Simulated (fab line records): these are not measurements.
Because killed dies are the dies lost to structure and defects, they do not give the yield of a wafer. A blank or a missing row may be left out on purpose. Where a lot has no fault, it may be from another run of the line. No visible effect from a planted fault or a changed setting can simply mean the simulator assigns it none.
fab line records ; flow sky130
record: lots: 6; wafers: 18; last_day: 50
route steps=708 shown LDD_N@245 LDD_P@255 PAD_OPEN@708
lots that met no fault: taken from a fault-free run of the same line
start_h: hours from the record's first day to the start of the lot's first wafer shown ; wait_h: time in hours since the lot's previous step ; " the same as in the row above ; L1.1+2: one row covering several wafers at once ; - value missing, or start not given ; * or withheld: withheld ; < > ~ a bound
route shown NAME@n: a module of which the file shows steps, and the number in the route of the first ; usual: the fault-free wafers' mean and standard deviation ; same: alike in all rows ; chamber/n: place in a boat ; sites: per-site readings ; _std_site: the standard deviation of these ; _edge_site: outer sites' mean less inner sites' ; radius_mm: how far each site lies from the wafer's centre ; mask NAME#n: copy n ; behind: tool/chamber where the wafer was last shaped ; hold: the reason the lot was held/the length of the hold in hours/how it ended ; device: transistor that didn't switch, given as n, p or np ; end of line: the route-end tests of the same wafers ; a step given without rows: its recipe and nothing more ; killed: the dies lost at the first sort to structure and to defects; this is not the yield of the wafer ; map: shows each die of a wafer: x if killed, . if not, _ if none is there
set.NAME: the run value of the setting; set.NAME@STEP: its run value at that earlier step ; model.NAME: the simulator's own value behind a step, which no gauge read
certain route steps with their lots: each step a table, each wafer a row
services: from which hour (start_h, from the record's first day; less than 0 if before it) a tool's chamber was out of use, for how many hours, and why
== steps ==
step: SKY_LDD_N_IMPLANT_08
recipe: species: As; energy_kev: 20; dose_cm2: 7.5e+13; tilt_deg: withheld; rotation_deg: 23
step: SKY_LDD_N_IMPLANT_09
recipe: species: As; energy_kev: 20; dose_cm2: 7.5e+13; tilt_deg: withheld; rotation_deg: 113
step: SKY_LDD_N_IMPLANT_10
recipe: species: As; energy_kev: 20; dose_cm2: 7.5e+13; tilt_deg: withheld; rotation_deg: 203
step: SKY_LDD_N_IMPLANT_11
recipe: species: As; energy_kev: 20; dose_cm2: 7.5e+13; tilt_deg: withheld; rotation_deg: 293
step: SKY_LDD_N_IMPLANT_12
recipe: species: BF2; energy_kev: 50; dose_cm2: 5e+12; tilt_deg: 30; rotation_deg: 0
step: SKY_LDD_N_IMPLANT_13
recipe: species: BF2; energy_kev: 50; dose_cm2: 5e+12; tilt_deg: 30; rotation_deg: 90
step: SKY_LDD_N_IMPLANT_14
recipe: species: BF2; energy_kev: 50; dose_cm2: 5e+12; tilt_deg: 30; rotation_deg: 180
step: SKY_LDD_N_IMPLANT_15
recipe: species: BF2; energy_kev: 50; dose_cm2: 5e+12; tilt_deg: 30; rotation_deg: 270
step: SKY_LDD_N_STRIP_16
recipe: chemistry: O2/N2; power_w: 1400; pressure_mtorr: 1500; platen_temp_c: withheld; o2_flow_sccm: 3000; n2_flow_sccm: 300; overash_fraction: 0.5
usual: drypump_motor_current_A: 5.4/0.4; oes_product_au: 0.405/0.0042; strip_time_to_endpoint_s: 4.277/0.014
lot.wafer;tool;chamber;start_h;wait_h;drypump_motor_current_A;oes_product_au;rf_hours_counter_h;strip_time_to_endpoint_s
L102.2;plasma_asher-04;0;408.19;0.1;6.0;0.414;73;4.274
L102.4;plasma_asher-04;0;408.19;0.1;6.0;0.408;-;4.271
L102.5;plasma_asher-04;1;408.19;0.1;4.9;0.404;-;4.291
L104.2;plasma_asher-02;1;419.81;0.1;5.3;0.406;31;4.278
L104.5;plasma_asher-02;0;419.81;0.1;5.6;0.409;-;4.277
L104.6;plasma_asher-02;1;419.81;0.1;5.3;0.406;-;4.285
L108.2;plasma_asher-02;0;466.27;0.1;5.7;0.401;35;4.267
L108.3;plasma_asher-02;0;466.27;0.1;5.7;0.404;-;4.286
L108.6;plasma_asher-02;0;466.27;0.1;5.7;0.403;-;4.279
L112.3;plasma_asher-02;1;494.28;0.1;5.4;0.404;-;4.247
L112.4;plasma_asher-02;0;494.28;0.1;5.6;0.400;-;4.263
L112.6;plasma_asher-02;0;494.28;0.1;5.6;0.404;-;4.260
L116.1;plasma_asher-02;0;526.42;0.1;5.6;0.403;41;4.296
L116.4;plasma_asher-02;0;526.42;0.1;5.6;0.416;-;4.287
L116.6;plasma_asher-02;0;526.42;0.1;5.6;0.399;-;4.286
L124.2;plasma_asher-03;0;589.46;0.1;4.9;0.400;75;4.277
L124.5;plasma_asher-03;0;589.46;0.1;4.9;0.406;-;4.289
L124.6;plasma_asher-03;1;589.46;0.1;5.9;0.407;-;4.274
step: SKY_LDD_N_TW_MEAS_17
usual: LDD_N_TW: 2571/18
lot.wafer;tool;chamber;start_h;wait_h;LDD_N_TW
L102.2;film_metro-04;-;408.30;0.1;2553
L102.4;film_metro-04;-;408.30;0.1;2548
L102.5;film_metro-04;-;408.30;0.1;2557
L104.2;film_metro-03;-;419.92;0.1;2570
L104.5;film_metro-03;-;419.92;0.1;2576
L104.6;film_metro-03;-;419.92;0.1;2580
L108.2;film_metro-04;-;466.38;0.1;2560
L108.3;film_metro-04;-;466.38;0.1;2557
L108.6;film_metro-04;-;466.38;0.1;2556
L112.3;film_metro-01;-;494.36;0.1;2592
L112.4;film_metro-01;-;494.36;0.1;2596
L112.6;film_metro-01;-;494.36;0.1;2593
L116.1;film_metro-01;-;526.52;0.1;2607
L116.4;film_metro-01;-;526.52;0.1;2590
L116.6;film_metro-01;-;526.52;0.1;2598
L124.2;film_metro-03;-;589.57;0.1;2558
L124.5;film_metro-03;-;589.57;0.1;2577
L124.6;film_metro-03;-;589.57;0.1;2570
step: SKY_LDD_P_DEHYDRATE_00
recipe: temp_c: 200; time_s: 60
step: SKY_LDD_P_HMDS_01
recipe: prime_time_s: 60; prime_temp_c: 120
step: SKY_LDD_P_COAT_02
recipe: resist: NOVOLAK; spin_rpm: 3000; resist_thk_nm: 1140
usual: spin_speed_rpm: 3000.1/2.1
lot.wafer;tool;chamber;start_h;wait_h;spin_speed_rpm;model.NOVOLAK_of_LDD_P_COAT_02.thk_nm
L102.2;litho_track-03;0;423.23;0.1;3002.9;1144
L102.4;litho_track-03;0;423.23;0.1;2999.3;1146
L102.5;litho_track-03;0;423.23;0.1;3001.4;1142
L104.2;litho_track-02;0;435.86;0.1;3002.4;1150
L104.5;litho_track-02;0;435.86;0.1;3002.1;1144
L104.6;litho_track-02;0;435.86;0.1;2999.6;1146
L108.2;litho_track-02;0;481.71;0.1;3077.2;1129
L108.3;litho_track-02;0;481.71;0.1;3079.7;1127
L108.6;litho_track-02;0;481.71;0.1;3079.0;1128
L112.3;litho_track-02;0;509.23;0.1;3076.9;1127
L112.4;litho_track-02;0;509.23;0.1;3078.0;1129
L112.6;litho_track-02;0;509.23;0.1;3077.5;1126
L116.1;litho_track-04;0;541.96;0.1;3000.5;1140
L116.4;litho_track-04;0;541.96;0.1;3002.9;1138
L116.6;litho_track-04;0;541.96;0.1;3000.4;1138
L124.2;litho_track-04;0;603.88;0.1;2997.7;1142
L124.5;litho_track-04;0;603.88;0.1;3000.8;1136
L124.6;litho_track-04;0;603.88;0.1;2997.4;1138
step: SKY_LDD_P_SOFTBAKE_03
recipe: temp_c: 90; time_s: 60; resist: NOVOLAK
step: SKY_LDD_P_EXPOSE_04
recipe: mask_id: PSDM; na: 0.6; source_shape: conventional; sigma_outer: 0.6; polarization: unpolarized; target_cd_nm: 380; dose_mj: 138
step: SKY_LDD_P_PEB_05
recipe: temp_c: withheld; time_s: *; resist: NOVOLAK
step: SKY_LDD_P_DEVELOP_06
recipe: resist: NOVOLAK; developer: TMAH; develop_time_s: 61.64; dev_temp_c: 23
lot.wafer;tool;chamber;start_h;wait_h;model.NOVOLAK_of_LDD_P_COAT_02.thk_nm
L102.2;litho_track-04;0;439.53;0.1;1143
L102.4;litho_track-04;0;439.53;0.1;1146
L102.5;litho_track-04;0;439.53;0.1;1142
L104.2;litho_track-02;0;451.31;0.1;1150
L104.5;litho_track-02;0;451.31;0.1;1143
L104.6;litho_track-02;0;451.31;0.1;1145
L108.2+6;litho_track-02;0;497.61;0.1;1128
L108.3;litho_track-02;0;497.61;0.1;1127
L112.3;litho_track-03;0;524.25;0.1;1127
L112.4;litho_track-03;0;524.25;0.1;1129
L112.6;litho_track-03;0;524.25;0.1;1125
L116.1;litho_track-03;0;556.45;0.1;1139
L116.4;litho_track-03;0;556.45;0.1;1137
L116.6;litho_track-03;0;556.45;0.1;1138
L124.2;litho_track-02;0;617.96;0.1;1142
L124.5;litho_track-02;0;617.96;0.1;1136
L124.6;litho_track-02;0;617.96;0.1;1137
step: SKY_LDD_P_CD_MEAS_07
recipe: target_cd_nm: 380
usual: cd_nm: 379.6/2.5
lot.wafer;tool;chamber;start_h;wait_h;cd_nm
L102.2;cd_sem-02;-;439.68;0.1;379.0
L102.4;cd_sem-02;-;439.68;0.1;379.2
L102.5;cd_sem-02;-;439.68;0.1;379.0
L104.2;cd_sem-01;-;451.46;0.1;376.9
L104.5;cd_sem-01;-;451.46;0.1;379.3
L104.6;cd_sem-01;-;451.46;0.1;378.7
L108.2;cd_sem-02;-;497.75;0.1;382.8
L108.3;cd_sem-02;-;497.75;0.1;379.0
L108.6;cd_sem-02;-;497.75;0.1;380.4
L112.3;cd_sem-01;-;524.39;0.1;380.3
L112.4;cd_sem-01;-;524.39;0.1;382.6
L112.6;cd_sem-01;-;524.39;0.1;382.3
L116.1;cd_sem-02;-;556.60;0.1;376.5
L116.4;cd_sem-02;-;556.60;0.1;379.4
L116.6;cd_sem-02;-;556.60;0.1;380.9
L124.2;cd_sem-01;-;618.10;0.1;379.1
L124.5;cd_sem-01;-;618.10;0.1;379.3
L124.6;cd_sem-01;-;618.10;0.1;377.4
step: SKY_LDD_P_OVL_MEAS_08
usual: LDD_P_OVL: 0.6/1.2
lot.wafer;tool;chamber;start_h;wait_h;LDD_P_OVL[nm]
L102.2;overlay-02;-;439.78;0.1;0.0
L102.4;overlay-02;-;439.78;0.1;-0.1
L102.5;overlay-02;-;439.78;0.1;0.8
L104.2;overlay-01;-;451.56;0.1;-0.8
L104.5;overlay-01;-;451.56;0.1;-0.3
L104.6;overlay-01;-;451.56;0.1;-0.4
L108.2;overlay-02;-;497.86;0.1;1.7
L108.3;overlay-02;-;497.86;0.1;1.1
L108.6;overlay-02;-;497.86;0.1;1.9
L112.3;overlay-02;-;524.48;0.1;0.8
L112.4;overlay-02;-;524.48;0.1;0.7
L112.6;overlay-02;-;524.48;0.1;2.0
L116.1;overlay-02;-;556.72;0.1;0.7
L116.4;overlay-02;-;556.72;0.1;-0.4
L116.6;overlay-02;-;556.72;0.1;1.5
L124.2;overlay-02;-;618.21;0.1;2.8
L124.5;overlay-02;-;618.21;0.1;1.0
L124.6;overlay-02;-;618.21;0.1;2.3
step: SKY_LDD_P_IMPLANT_09
recipe: species: BF2; energy_kev: 25; dose_cm2: 1e+13; tilt_deg: withheld
step: SKY_LDD_P_STRIP_10
recipe: chemistry: O2/N2; power_w: 1400; pressure_mtorr: 1500; platen_temp_c: withheld; o2_flow_sccm: 3000; n2_flow_sccm: 300; overash_fraction: 0.5
usual: drypump_motor_current_A: 5.6/0.46; oes_product_au: 0.715/0.0046; strip_time_to_endpoint_s: 14.19/0.042
lot.wafer;tool;chamber;start_h;wait_h;drypump_motor_current_A;oes_product_au;rf_hours_counter_h;strip_time_to_endpoint_s
L102.2;plasma_asher-04;1;439.96;0.1;4.9;0.706;76;14.23
L102.4;plasma_asher-04;0;439.96;0.1;6.0;0.720;-;14.24
L102.5;plasma_asher-04;0;439.96;0.1;6.0;0.712;-;14.21
L104.2;plasma_asher-02;1;451.74;0.1;5.3;0.711;33;14.31
L104.5;plasma_asher-02;0;451.74;0.1;5.6;0.724;-;14.23
L104.6;plasma_asher-02;1;451.74;0.1;5.3;0.717;-;14.24
L108.2;plasma_asher-02;1;498.04;0.1;5.3;0.718;38;14.03
L108.3;plasma_asher-02;0;498.04;0.1;5.6;0.714;-;14.02
L108.6;plasma_asher-02;1;498.04;0.1;5.4;0.720;-;14.05
L112.3;plasma_asher-02;1;524.69;0.1;5.4;0.713;-;14.03
L112.4;plasma_asher-02;0;524.69;0.1;5.6;0.713;-;14.05
L112.6;plasma_asher-02;1;524.69;0.1;5.4;0.712;-;14.00
L116.1;plasma_asher-04;1;556.91;0.1;4.9;0.713;88;14.16
L116.4;plasma_asher-04;1;556.91;0.1;4.9;0.713;-;14.15
L116.6;plasma_asher-04;0;556.91;0.1;6.0;0.717;-;14.16
L124.2;plasma_asher-02;1;618.39;0.1;5.4;0.715;50;14.21
L124.5;plasma_asher-02;1;618.39;0.1;5.3;0.714;-;14.13
L124.6;plasma_asher-02;0;618.39;0.1;5.6;0.712;-;14.15
step: SKY_LDD_P_TW_MEAS_11
usual: LDD_P_TW: 632/4.1
lot.wafer;tool;chamber;start_h;wait_h;LDD_P_TW
L102.2;film_metro-02;-;440.07;0.1;636
L102.4;film_metro-02;-;440.07;0.1;638
L102.5;film_metro-02;-;440.07;0.1;636
L104.2;film_metro-02;-;451.85;0.1;637
L104.5;film_metro-02;-;451.85;0.1;635
L104.6;film_metro-02;-;451.85;0.1;633
L108.2;film_metro-02;-;498.15;0.1;634
L108.3;film_metro-02;-;498.15;0.1;636
L108.6;film_metro-02;-;498.15;0.1;632
L112.3;film_metro-04;-;524.78;0.1;630
L112.4;film_metro-04;-;524.78;0.1;628
L112.6;film_metro-04;-;524.78;0.1;632
L116.1;film_metro-03;-;557.01;0.1;633
L116.4;film_metro-03;-;557.01;0.1;639
L116.6;film_metro-03;-;557.01;0.1;634
L124.2;film_metro-04;-;618.50;0.1;632
L124.5;film_metro-04;-;618.50;0.1;631
L124.6;film_metro-04;-;618.50;0.1;629
step: SKY_PAD_OPEN_PROBE_99
usual: killed_at_M0_to_M3: 44/6.8; killed_at_M4_up: 3.1/1.9; killed_at_contacts: 25/5.9; killed_at_front_end: 15/4.3; killed_at_other: 0.2/0.51; killed_dies: 87/11; killed_open: 47/7.9; killed_short: 39/6.4
same: gross_dies: 492; killed_at_back_side: 0
lot.wafer;tool;chamber;start_h;wait_h;killed_at_M0_to_M3;killed_at_M4_up;killed_at_contacts;killed_at_front_end;killed_at_other;killed_dies;killed_open;killed_short
L102.2;prober-02;-;1081.38;0.1;45;2;23;16;0;86;49;37
L102.4;prober-02;-;1081.48;0.2;50;3;23;20;0;96;57;39
L102.5;prober-02;-;1081.53;0.2;49;0;26;23;0;98;55;43
L104.2;prober-01;-;1095.47;0.1;37;9;17;12;0;75;49;26
L104.5;prober-01;-;1095.62;0.2;39;6;19;8;0;72;33;39
L104.6;prober-01;-;1095.67;0.2;52;3;14;9;1;79;47;32
L108.2;prober-02;-;1121.99;0.1;31;5;29;15;0;80;44;36
L108.3;prober-02;-;1122.04;0.2;43;2;35;13;0;93;51;42
L108.6;prober-02;-;1122.19;0.2;44;4;30;12;1;91;49;42
L112.3;prober-01;-;1134.63;0.2;47;1;31;19;0;98;50;48
L112.4;prober-01;-;1134.68;0.2;48;2;24;12;0;86;44;42
L112.6;prober-01;-;1134.78;0.2;35;4;24;12;0;75;41;34
L116.1;prober-01;-;1160.94;0.1;43;2;27;10;0;82;44;38
L116.4;prober-01;-;1161.09;0.2;43;4;19;15;1;82;46;36
L116.6;prober-01;-;1161.19;0.2;50;3;22;13;0;88;49;39
L124.2;prober-01;-;1196.53;0.1;39;5;16;10;0;70;39;31
L124.5;prober-01;-;1196.68;0.2;40;4;21;15;1;81;41;40
L124.6;prober-01;-;1196.73;0.2;46;2;21;13;0;82;44;38
killed by level:class
L102.2 VIA1:geometric_particle:open=12 CONTACT:geometric_particle:open=9 LI_CONTACT:geometric_particle:open=7 METAL2:geometric_particle:short=7 VIA2:geometric_particle:open=6 FIELD_ISO:geometric_particle:short=5 FIELD_ISO:geometric_particle:open=5 METAL3:geometric_particle:short=5
L102.4 VIA1:geometric_particle:open=12 VIA2:geometric_particle:open=11 CONTACT:geometric_particle:open=8 FIELD_ISO:geometric_particle:open=5 CONTACT:geometric_particle:short=5 VIA3:geometric_particle:open=5 POLY_GATE:geometric_particle:short=4 LI_CONTACT:geometric_particle:open=4
L102.5 VIA1:geometric_particle:open=18 LI_CONTACT:geometric_particle:open=11 METAL1:geometric_particle:short=8 POLY_GATE:geometric_particle:short=6 VIA2:geometric_particle:open=5 CONTACT:geometric_particle:short=5 METAL2:geometric_particle:short=5 FIELD_ISO:geometric_particle:open=4
L104.2 VIA3:geometric_particle:open=10 VIA1:geometric_particle:open=8 CONTACT:geometric_particle:open=8 VIA2:geometric_particle:open=6 POLY_GATE:geometric_particle:short=5 LI_CONTACT:geometric_particle:open=5 METAL4:geometric_particle:short=5 VIA1:geometric_particle:short=4
L104.5 CONTACT:geometric_particle:open=7 VIA1:geometric_particle:open=6 VIA1:geometric_particle:short=6 VIA2:geometric_particle:open=6 METAL1:geometric_particle:short=6 LI_CONTACT:geometric_particle:open=5 VIA3:geometric_particle:short=5 METAL4:geometric_particle:short=5
L104.6 VIA1:geometric_particle:open=13 VIA2:geometric_particle:open=11 METAL1:geometric_particle:short=9 VIA3:geometric_particle:open=6 METAL2:geometric_particle:short=5 CONTACT:geometric_particle:open=5 FIELD_ISO:geometric_particle:short=4 LI_CONTACT:geometric_particle:open=4
L108.2 LI_CONTACT:geometric_particle:open=10 CONTACT:geometric_particle:short=8 VIA3:geometric_particle:open=8 METAL2:geometric_particle:short=7 CONTACT:geometric_particle:open=6 VIA1:geometric_particle:open=5 VIA2:geometric_particle:open=5 METAL4:geometric_particle:short=5
L108.3 CONTACT:geometric_particle:open=11 VIA1:geometric_particle:open=9 CONTACT:geometric_particle:short=8 LOCAL_INTERCONNECT:geometric_particle:short=7 METAL2:geometric_particle:short=7 LI_CONTACT:geometric_particle:open=6 VIA3:geometric_particle:open=6 POLY_GATE:geometric_particle:open=5
L108.6 LI_CONTACT:geometric_particle:open=11 VIA1:geometric_particle:open=9 VIA3:geometric_particle:open=8 LOCAL_INTERCONNECT:geometric_particle:short=7 CONTACT:geometric_particle:open=7 METAL1:geometric_particle:short=6 VIA2:geometric_particle:open=6 VIA1:geometric_particle:short=4
L112.3 CONTACT:geometric_particle:open=15 VIA1:geometric_particle:open=12 VIA3:geometric_particle:short=7 FIELD_ISO:geometric_particle:short=6 VIA1:geometric_particle:short=6 METAL1:geometric_particle:short=6 POLY_GATE:geometric_particle:open=5 LOCAL_INTERCONNECT:geometric_particle:open=5
L112.4 CONTACT:geometric_particle:open=11 VIA1:geometric_particle:open=11 METAL2:geometric_particle:short=10 VIA1:geometric_particle:short=7 VIA3:geometric_particle:open=6 LOCAL_INTERCONNECT:geometric_particle:short=5 LI_CONTACT:geometric_particle:open=4 METAL1:geometric_particle:short=4
L112.6 VIA1:geometric_particle:open=9 CONTACT:geometric_particle:open=7 METAL1:geometric_particle:short=6 VIA3:geometric_particle:open=6 LI_CONTACT:geometric_particle:open=5 FIELD_ISO:geometric_particle:short=4 LOCAL_INTERCONNECT:geometric_particle:short=4 CONTACT:geometric_particle:short=4
L116.1 VIA1:geometric_particle:open=13 CONTACT:geometric_particle:open=8 LOCAL_INTERCONNECT:geometric_particle:short=6 CONTACT:geometric_particle:short=6 METAL2:geometric_particle:short=6 VIA1:geometric_particle:short=5 FIELD_ISO:geometric_particle:open=4 LI_CONTACT:geometric_particle:open=4
L116.4 VIA3:geometric_particle:open=10 VIA1:geometric_particle:open=9 CONTACT:geometric_particle:open=7 VIA1:geometric_particle:short=7 METAL2:geometric_particle:short=6 FIELD_ISO:geometric_particle:open=5 METAL1:geometric_particle:short=4 METAL4:geometric_particle:short=4
L116.6 VIA1:geometric_particle:open=8 LI_CONTACT:geometric_particle:open=8 VIA3:geometric_particle:open=7 METAL2:geometric_particle:short=5 METAL1:geometric_particle:short=5 VIA2:geometric_particle:open=5 FIELD_ISO:geometric_particle:short=4 LOCAL_INTERCONNECT:geometric_particle:short=4
L124.2 VIA1:geometric_particle:open=12 VIA3:geometric_particle:open=8 CONTACT:geometric_particle:short=6 LI_CONTACT:geometric_particle:open=4 CONTACT:geometric_particle:open=4 METAL1:geometric_particle:short=4 METAL4:geometric_particle:short=4 FIELD_ISO:geometric_particle:short=3
L124.5 CONTACT:geometric_particle:short=7 CONTACT:geometric_particle:open=7 METAL1:geometric_particle:short=6 VIA2:geometric_particle:open=6 VIA3:geometric_particle:open=6 FIELD_ISO:geometric_particle:open=5 POLY_GATE:geometric_particle:open=5 VIA3:geometric_particle:short=5
L124.6 VIA3:geometric_particle:open=9 CONTACT:geometric_particle:open=8 VIA2:geometric_particle:open=8 VIA1:geometric_particle:open=8 FIELD_ISO:geometric_particle:short=7 METAL2:geometric_particle:short=6 CONTACT:geometric_particle:short=5 LI_CONTACT:geometric_particle:open=5
== services ==
tool;chamber;start_h;hours;kind
plasma_asher-04;-;384.56;5.2;pm
plasma_asher-03;-;404.21;0.4;repair
plasma_asher-02;-;425.99;15.6;repair
plasma_asher-04;-;433.49;3.8;repair
plasma_asher-04;-;567.57;12.9;repair
plasma_asher-04;-;613.68;9.7;repair
== key ==
first_sign: step: SKY_LDD_P_COAT_02; reading: spin_speed_rpm; direction: up; sigmas: 38; usual: 3000.1; struck: 3078.0
effect: step: SKY_LDD_P_STRIP_10; reading: strip_time_to_endpoint_s; direction: down; sigmas: 3.9; usual: *; struck: *
model_effect: step: SKY_LDD_P_COAT_02; value: NOVOLAK_of_LDD_P_COAT_02.thk_nm; without: 1143; struck: 1128
model_effect: step: SKY_LDD_P_DEVELOP_06; value: NOVOLAK_of_LDD_P_COAT_02.thk_nm; without: 1142; struck: 1127
met_at SKY_LDD_P_COAT_02
struck_wafers L108.2,L108.3,L108.6,L112.3,L112.4,L112.6
tester_left_out L108,L112
onset_between 435.86 481.71
fault: kind: process_parameter_drift; tool: litho_track-02; chamber: -; onset_h: 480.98; steps: SKY_LDD_P_COAT_02; channel: spin_rpm; offset: 79.689; shape: step; end_h: 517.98; acts_in: these_recipes_only; stated: 3000
tester_left_out: of these lots the tester's yield and bins aren't shown, on N5 and GAA mostly nor the transistor test; their killed dies are dies lost to structure and defects alone, not to doping, threshold or leakage, so they don't give the yield
